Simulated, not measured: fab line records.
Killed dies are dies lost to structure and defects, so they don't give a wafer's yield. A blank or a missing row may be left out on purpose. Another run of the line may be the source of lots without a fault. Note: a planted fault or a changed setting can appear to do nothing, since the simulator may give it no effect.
fab line records	flow sky130
record lots=13	wafers=36	last-day=51
route steps=708 shown CONTACT@406 VIA1@473 PAD_OPEN@708
lots untouched by any fault: they come from a run of this same line in which no faults occurred
start-h: hours from the record's first day to the start of the lot's first wafer shown	wait-h: how many hours have passed since the lot's step before this one	" unchanged from the row above	L1.1+2: a row that stands for several wafers	- no value, or no start was given	* or withheld: withheld	< > ~ a bound
route shown NAME@n: a module of which the file shows steps, and the number in the route of the first	usual: average and standard deviation across the fault-free wafers	same: alike in all rows	chamber/n: place in a boat	sites: each site's reading	_std_site: how widely they spread, as a standard deviation	_edge_site: mean of outer sites minus mean of inner sites	radius-mm: how far each site lies from the wafer's centre	mask NAME#n: copy n	behind: the last tool/chamber to shape the wafer	hold: what put the lot on hold/how long, in hours/how the hold closed	device: the transistor (n, p or np) that didn't switch	end of line: the same wafers' tests at the end of the route	a step without rows: its recipe alone	killed: dies lost to structure and defects at the first sort, not the wafer's yield	map: per-die view of a wafer (x killed, . not killed, _ where there is no die)
set.NAME: the setting that was run; set.NAME@STEP: the one run at that earlier step	model.NAME: the simulator's own value behind a step, which no gauge read
one table for each step of the route and one row for each wafer, over a sample of lots
services: when a tool's chamber went out of use (start-h, in hours from the record's first day, below 0 if earlier), for how many hours, and the reason
## steps
# step SKY_CONTACT_CVD_00
# recipe material=Si3N4	target-thk-nm=75	temp-c=400	time-s=withheld	rf-w=450
# usual heater-power-w=649/72
lot.wafer	tool	chamber	start-h	wait-h	heater-power-w
L586.1	pecvd-04	2	738.39	0.0	652
L586.3	"	2	"	"	628
L586.6	"	2	"	"	660
L588.3	pecvd-02	0	750.72	0.0	673
L588.4	"	1	"	"	575
L588.5	"	0	"	"	690
L589.1	pecvd-02	2	761.47	0.0	583
L589.4	"	0	"	"	661
L589.6	"	2	"	"	583
L594.3	pecvd-02	2	813.80	0.0	609
L594.4	"	2	"	"	615
L596.2	pecvd-03	1	824.34	0.0	762
L596.4	"	2	"	"	679
L598.1	pecvd-02	2	841.97	0.0	589
L598.2	"	0	"	"	580
L601.1	pecvd-02	1	870.65	0.0	546
L601.3	"	0	"	"	688
L601.6	"	0	"	"	696
L602.2	pecvd-04	0	871.76	0.0	775
L602.5	"	0	"	"	775
L602.6	"	1	"	"	637
L605.1	pecvd-03	1	891.35	0.0	740
L605.2	"	0	"	"	653
L605.6	"	0	"	"	666
L606.1	pecvd-02	2	892.53	0.0	602
L606.3	"	0	"	"	665
L606.6	"	2	"	"	605
L607.4	pecvd-04	0	898.91	0.0	767
L607.5	"	2	"	"	562
L607.6	"	1	"	"	688
L608.1	pecvd-03	2	901.10	0.0	698
L608.2	"	0	"	"	732
L608.5	"	0	"	"	715
L609.2	pecvd-04	0	907.76	0.0	758
L609.3	"	0	"	"	747
L609.5	"	2	"	"	655
# step SKY_CONTACT_THK_MEAS_01
# recipe reads=Si3N4_of_CONTACT_CVD_00
# usual CONTACT_CVD_00_THK=75.0/0.95
lot.wafer	tool	chamber	start-h	wait-h	CONTACT_CVD_00_THK[nm]
L586.1	film-metro-04	-	738.44	-	76.5
L586.3	"	-	"	"	76.7
L586.6	"	-	"	"	76.7
L588.3	film-metro-02	-	750.77	-	73.4
L588.4	"	-	"	"	75.3
L588.5	"	-	"	"	74.7
L589.1	film-metro-02	-	761.51	-	74.0
L589.4	"	-	"	"	75.3
L589.6	"	-	"	"	75.3
L594.3	film-metro-04	-	813.85	-	75.2
L594.4	"	-	"	"	76.0
L596.2	film-metro-04	-	824.39	-	73.3
L596.4	"	-	"	"	75.3
L598.1	film-metro-01	-	842.00	-	75.0
L598.2	"	-	"	"	74.1
L601.1	film-metro-02	-	870.68	-	74.9
L601.3	"	-	"	"	74.7
L601.6	"	-	"	"	75.1
L602.2	film-metro-01	-	871.81	-	74.9
L602.5	"	-	"	"	75.2
L602.6	"	-	"	"	75.7
L605.1	film-metro-01	-	891.39	-	74.2
L605.2	"	-	"	"	73.5
L605.6	"	-	"	"	73.6
L606.1	film-metro-04	-	892.56	-	74.8
L606.3	"	-	"	"	74.9
L606.6	"	-	"	"	77.1
L607.4	film-metro-01	-	898.96	-	76.0
L607.5	"	-	"	"	76.8
L607.6	"	-	"	"	74.7
L608.1	film-metro-01	-	901.14	-	74.6
L608.2	"	-	"	"	74.0
L608.5	"	-	"	"	74.3
L609.2	film-metro-01	-	907.82	-	74.4
L609.3	"	-	"	"	75.6
L609.5	"	-	"	"	77.1
# step SKY_CONTACT_OVL_MEAS_15
# usual CONTACT_OVL=-1/5.3
lot.wafer	tool	chamber	start-h	wait-h	CONTACT_OVL[nm]
L586.1	overlay-02	-	770.62	0.1	-2
L586.3	"	-	"	"	-2
L586.6	"	-	"	"	-3
L588.3	overlay-01	-	781.83	0.1	5
L588.4	"	-	"	"	0
L588.5	"	-	"	"	-2
L589.1	overlay-01	-	790.93	0.1	7
L589.4	"	-	"	"	-8
L589.6	"	-	"	"	-8
L594.3	overlay-01	-	840.99	0.1	6
L594.4	"	-	"	"	5
L596.2	overlay-01	-	851.65	0.1	-4
L596.4	"	-	"	"	0
L598.1	overlay-01	-	868.77	0.1	-3
L598.2	"	-	"	"	-8
L601.1	overlay-01	-	897.97	0.1	-2
L601.3	"	-	"	"	-4
L601.6	"	-	"	"	7
L602.2	overlay-02	-	898.53	0.1	-3
L602.5	"	-	"	"	2
L602.6	"	-	"	"	1
L605.1	overlay-01	-	917.89	0.1	-5
L605.2	"	-	"	"	-12
L605.6	"	-	"	"	-8
L606.1	overlay-01	-	918.72	0.1	1
L606.3	"	-	"	"	2
L606.6	"	-	"	"	9
L607.4	overlay-02	-	925.50	0.1	6
L607.5	"	-	"	"	13
L607.6	"	-	"	"	8
L608.1	overlay-01	-	927.77	0.1	-2
L608.2	"	-	"	"	-6
L608.5	"	-	"	"	-2
L609.2	overlay-01	-	933.72	0.1	0
L609.3	"	-	"	"	2
L609.5	"	-	"	"	-5
# step SKY_VIA1_ETCH_15
# recipe target=SiO2	chemistry=C4F8/O2/Ar	target-depth-nm=351	stop-on=TiN	mask-material=KrF-thick	source-w=1500	bias-w=1200	pressure-mtorr=40	c4f8-flow-sccm=withheld	O2_flow_sccm=6	Ar_flow_sccm=300	time-s=54
# usual oes-product-au=0.982/0.0058	run-length-s=82.2/0.44
lot.wafer	tool	chamber	start-h	wait-h	oes-product-au	rf-hours-counter-h	run-length-s
L586.1	rie-diel-03	0	827.90	0.0	0.985	15	83.1
L586.3	"	2	"	"	0.996	17	82.0
L586.6	"	1	"	"	0.983	-	82.1
L588.3	rie-diel-03	3	839.11	0.0	0.979	13	82.6
L588.4	"	1	"	"	0.976	11	81.8
L588.5	"	0	"	"	0.976	-	82.7
L589.1	rie-diel-03	1	847.90	0.0	0.984	11	82.1
L589.4	"	2	"	"	0.975	17	81.9
L589.6	"	1	"	"	0.987	-	81.9
L594.3	rie-diel-04	0	897.42	0.0	0.983	17	82.0
L594.4	"	2	"	"	0.946	15	85.5
L596.2	rie-diel-04	3	907.45	0.0	0.979	2	82.4
L596.4	"	1	"	"	0.934	7	86.3
L598.1	rie-diel-04	1	924.26	0.0	0.942	7	86.3
L598.2	"	0	"	"	0.993	18	82.3
L601.1	rie-diel-02	0	952.53	0.0	0.987	14	82.6
L601.3	"	3	"	"	0.981	13	81.7
L601.6	"	1	"	"	0.984	-	83.3
L602.2	rie-diel-03	1	952.66	0.0	0.975	14	82.5
L602.5	"	3	"	"	0.972	-	82.1
L602.6	"	0	"	"	0.986	-	82.7
L605.1	rie-diel-03	3	971.61	0.0	0.975	16	82.4
L605.2	"	1	"	"	0.981	14	81.9
L605.6	"	0	"	"	0.988	-	82.7
L606.1	rie-diel-02	1	972.08	0.0	0.984	6	83.1
L606.3	"	2	"	"	0.982	12	82.0
L606.6	"	1	"	"	0.987	-	82.9
L607.4	rie-diel-02	3	978.27	0.0	0.989	-	81.3
L607.5	"	0	"	"	0.979	-	82.2
L607.6	"	1	"	"	0.983	-	83.1
L608.1	rie-diel-03	2	980.30	0.0	0.984	1	81.8
L608.2	"	3	"	"	0.979	16	82.4
L608.5	"	1	"	"	0.989	-	82.2
L609.2	rie-diel-03	3	985.70	0.0	0.983	17	82.2
L609.3	"	2	"	"	0.988	1	81.7
L609.5	"	2	"	"	0.985	-	81.9
# step SKY_PAD_OPEN_PROBE_99
# usual defect-limited-yield=82.6/1.7	killed_at_M0_to_M3=43/7	killed_at_M4_up=3.1/1.5	killed-at-contacts=23/4.9	killed-at-front-end=16/3.9	killed-at-other=0.3/0.52	killed-dies=86/8.2	killed-open=47/6.1	killed-short=38/5.8	sort_bin_3_pad_short=0.8/0.41	sort_bin_5_function=10.2/1.3	sort_bin_6_memory=6.4/1.1	sort-n-pass=406/8.2	sort-yield-pct=82.6/1.7
# same gross-dies=492	killed-at-back-side=0	sort_bin_4_leakage[%]=0	sort_bin_8_speed[%]=0
lot.wafer	tool	chamber	start-h	wait-h	defect-limited-yield[%]	killed_at_M0_to_M3	killed_at_M4_up	killed-at-contacts	killed-at-front-end	killed-at-other	killed-dies	killed-open	killed-short	sort_bin_3_pad_short[%]	sort_bin_5_function[%]	sort_bin_6_memory[%]	sort-n-pass	sort-yield-pct[%]
L594.3	prober-02	-	1164.45	0.2	84.1	34	5	18	21	0	78	48	30	1.2	8.9	5.7	414	84.1
L594.4	prober-02	-	1164.50	0.2	81.5	41	4	21	25	0	91	46	45	0.4	10.6	7.5	401	81.5
L596.2	prober-01	-	1175.13	0.1	83.9	41	1	23	14	0	79	40	38	1.0	11.4	3.7	413	83.9
L596.4	prober-01	-	1175.23	0.2	83.7	29	3	30	18	0	80	43	36	1.6	8.7	5.9	412	83.7
L601.1	prober-02	-	1205.26	0.1	79.3	58	2	23	19	0	102	64	37	0.6	11.0	9.1	390	79.3
L601.3	prober-02	-	1205.36	0.2	84.6	30	4	32	10	0	76	49	25	1.0	8.7	5.7	416	84.6
L601.6	prober-02	-	1205.51	0.2	81.1	48	5	20	18	2	93	48	44	1.0	10.6	7.3	399	81.1
L602.2	prober-01	-	1206.45	0.1	84.3	42	2	18	13	2	77	39	38	0.4	10.4	4.9	415	84.3
L602.5	prober-01	-	1206.60	0.2	83.7	44	2	18	16	0	80	42	38	0.8	9.8	5.7	412	83.7
L602.6	prober-01	-	1206.65	0.2	84.3	43	4	20	9	1	77	42	35	0.6	9.6	5.5	415	84.3
L605.1	prober-02	-	1218.31	0.1	83.5	40	2	21	18	0	81	46	33	0.8	8.3	7.3	411	83.5
L605.2	prober-02	-	1218.36	0.1	83.1	43	3	24	13	0	83	46	37	1.2	8.5	7.1	409	83.1
L605.6	prober-02	-	1218.56	0.2	83.7	44	3	21	12	0	80	43	37	0.6	10.2	5.5	412	83.7
L608.1	prober-02	-	1223.15	0.1	83.5	40	1	26	14	0	81	44	37	1.0	10.2	5.3	411	83.5
L608.2	prober-02	-	1223.20	0.1	84.8	31	2	28	14	0	75	42	33	0.6	9.6	5.1	417	84.8
L608.5	prober-02	-	1223.35	0.2	80.7	47	3	29	16	0	95	55	40	1.4	12.0	5.9	397	80.7
# killed by level:class
L594.3 VIA2:geometric-particle:open=8 CONTACT:geometric-particle:open=7 VIA3:geometric-particle:open=6 FIELD_ISO:geometric-particle:open=5 VIA1:geometric-particle:open=5 FIELD_ISO:geometric-particle:short=4 POLY_GATE:geometric-particle:open=4 METAL2:geometric-particle:short=4
L594.4 FIELD_ISO:geometric-particle:open=8 CONTACT:geometric-particle:open=7 VIA1:geometric-particle:open=7 METAL1:geometric-particle:short=7 VIA1:geometric-particle:short=7 POLY_GATE:geometric-particle:short=6 LOCAL_INTERCONNECT:geometric-particle:short=5 VIA2:geometric-particle:open=5
L596.2 LI_CONTACT:geometric-particle:open=10 VIA3:geometric-particle:short=10 CONTACT:geometric-particle:open=7 VIA1:geometric-particle:open=6 METAL2:geometric-particle:short=6 VIA3:geometric-particle:open=5 VIA2:geometric-particle:short=4 FIELD_ISO:geometric-particle:short=3
L596.4 LI_CONTACT:geometric-particle:open=11 CONTACT:geometric-particle:open=9 VIA1:geometric-particle:open=6 FIELD_ISO:geometric-particle:short=5 FIELD_ISO:geometric-particle:open=5 LOCAL_INTERCONNECT:geometric-particle:short=5 METAL1:geometric-particle:short=5 VIA2:geometric-particle:open=5
L601.1 VIA2:geometric-particle:open=10 VIA1:geometric-particle:open=10 METAL1:geometric-particle:short=8 FIELD_ISO:geometric-particle:open=7 LI_CONTACT:geometric-particle:open=7 CONTACT:geometric-particle:open=7 CONTACT:geometric-particle:short=6 VIA3:geometric-particle:open=6
L601.3 CONTACT:geometric-particle:open=12 VIA1:geometric-particle:open=10 LI_CONTACT:geometric-particle:open=10 LOCAL_INTERCONNECT:geometric-particle:short=5 METAL1:geometric-particle:short=5 FIELD_ISO:geometric-particle:open=4 METAL2:geometric-particle:short=4 VIA3:geometric-particle:open=4
L601.6 CONTACT:geometric-particle:open=9 VIA1:geometric-particle:open=9 VIA3:geometric-particle:open=7 POLY_GATE:geometric-particle:short=7 VIA2:geometric-particle:open=7 METAL1:geometric-particle:short=5 METAL2:geometric-particle:short=5 FIELD_ISO:geometric-particle:short=4
L602.2 VIA1:geometric-particle:open=12 CONTACT:geometric-particle:open=8 METAL1:geometric-particle:short=7 VIA3:geometric-particle:short=5 POLY_GATE:geometric-particle:short=4 LI_CONTACT:geometric-particle:short=4 VIA1:geometric-particle:short=4 VIA3:geometric-particle:open=4
L602.5 LI_CONTACT:geometric-particle:open=8 METAL1:geometric-particle:short=8 VIA2:geometric-particle:open=7 VIA3:geometric-particle:open=7 CONTACT:geometric-particle:open=6 METAL3:geometric-particle:short=6 POLY_GATE:geometric-particle:open=5 VIA1:geometric-particle:open=5
L602.6 CONTACT:geometric-particle:open=8 VIA2:geometric-particle:open=8 VIA3:geometric-particle:open=8 METAL2:geometric-particle:short=6 LI_CONTACT:geometric-particle:open=5 VIA3:geometric-particle:short=5 CONTACT:geometric-particle:short=4 METAL1:geometric-particle:short=4
L605.1 CONTACT:geometric-particle:open=8 VIA2:geometric-particle:open=8 VIA1:geometric-particle:open=8 FIELD_ISO:geometric-particle:short=7 VIA1:geometric-particle:short=5 METAL2:geometric-particle:short=5 FIELD_ISO:geometric-particle:open=4 POLY_GATE:geometric-particle:open=4
L605.2 CONTACT:geometric-particle:open=9 VIA1:geometric-particle:open=8 VIA2:geometric-particle:open=7 VIA3:geometric-particle:open=7 LI_CONTACT:geometric-particle:open=6 METAL1:geometric-particle:short=5 POLY_GATE:geometric-particle:short=4 METAL3:geometric-particle:short=4
L605.6 VIA1:geometric-particle:open=15 CONTACT:geometric-particle:open=11 VIA1:geometric-particle:short=9 LI_CONTACT:geometric-particle:open=5 FIELD_ISO:geometric-particle:short=4 POLY_GATE:geometric-particle:short=4 METAL2:geometric-particle:short=4 FIELD_ISO:geometric-particle:open=3
L608.1 CONTACT:geometric-particle:open=12 VIA1:geometric-particle:open=10 FIELD_ISO:geometric-particle:short=6 VIA2:geometric-particle:short=6 LI_CONTACT:geometric-particle:open=5 VIA3:geometric-particle:open=5 METAL2:geometric-particle:short=5 LOCAL_INTERCONNECT:geometric-particle:short=4
L608.2 CONTACT:geometric-particle:open=12 VIA3:geometric-particle:open=6 VIA2:geometric-particle:open=6 CONTACT:geometric-particle:short=5 VIA1:geometric-particle:open=5 POLY_GATE:geometric-particle:open=4 LI_CONTACT:geometric-particle:open=4 LOCAL_INTERCONNECT:geometric-particle:short=4
L608.5 VIA2:geometric-particle:open=11 LI_CONTACT:geometric-particle:open=10 CONTACT:geometric-particle:open=9 VIA1:geometric-particle:open=7 METAL2:geometric-particle:short=7 VIA3:geometric-particle:open=7 LOCAL_INTERCONNECT:geometric-particle:short=6 FIELD_ISO:geometric-particle:open=4
## services
tool	chamber	start-h	hours	kind
rie-diel-03	0	725.29	1.2	repair
rie-diel-04	0	737.64	5.2	repair
pecvd-04	2	744.90	4.2	repair
pecvd-03	1	745.49	5.0	repair
rie-diel-04	1	759.73	6.2	repair
pecvd-02	-	786.24	0.7	repair
rie-diel-03	-	796.17	4.5	repair
pecvd-03	-	810.77	1.4	repair
pecvd-02	1	817.87	1.9	repair
pecvd-04	-	826.34	1.0	repair
rie-diel-03	2	862.19	1.9	repair
pecvd-04	0	863.00	5.0	repair
rie-diel-02	1	871.97	12.6	repair
pecvd-02	-	899.45	0.8	repair
pecvd-04	1	902.40	13.9	repair
pecvd-02	-	908.93	1.9	repair
pecvd-02	1	924.51	18.7	repair
pecvd-02	0	938.68	85.7	repair
pecvd-02	1	950.19	2.6	repair
rie-diel-02	-	964.50	2.2	repair
pecvd-03	0	970.58	3.6	repair
pecvd-04	1	970.64	4.3	repair
rie-diel-02	2	973.79	5.5	repair
pecvd-03	0	982.45	11.1	repair
## key
first-sign step=SKY_VIA1_ETCH_15	reading=run-length-s	direction=up	sigmas=8.7	usual=*	struck=*
effect step=SKY_VIA1_ETCH_15	reading=oes-product-au	direction=down	sigmas=7.2	usual=0.982	struck=0.940
met-at SKY_VIA1_ETCH_15
struck-lots L594,L596,L598
struck-wafers L594.4,L596.4,L598.1
not-acting-at SKY_CONTACT_CVD_00,SKY_CONTACT_THK_MEAS_01,SKY_CONTACT_OVL_MEAS_15
fault kind=process-parameter-drift	tool=rie-diel-04	chamber=-	onset-h=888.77	steps=SKY_VIA1_ETCH_15	channel=time-s	offset=*	shape=step	end-h=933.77	scope=struck-wafers-only	acts-in=*	stated=*
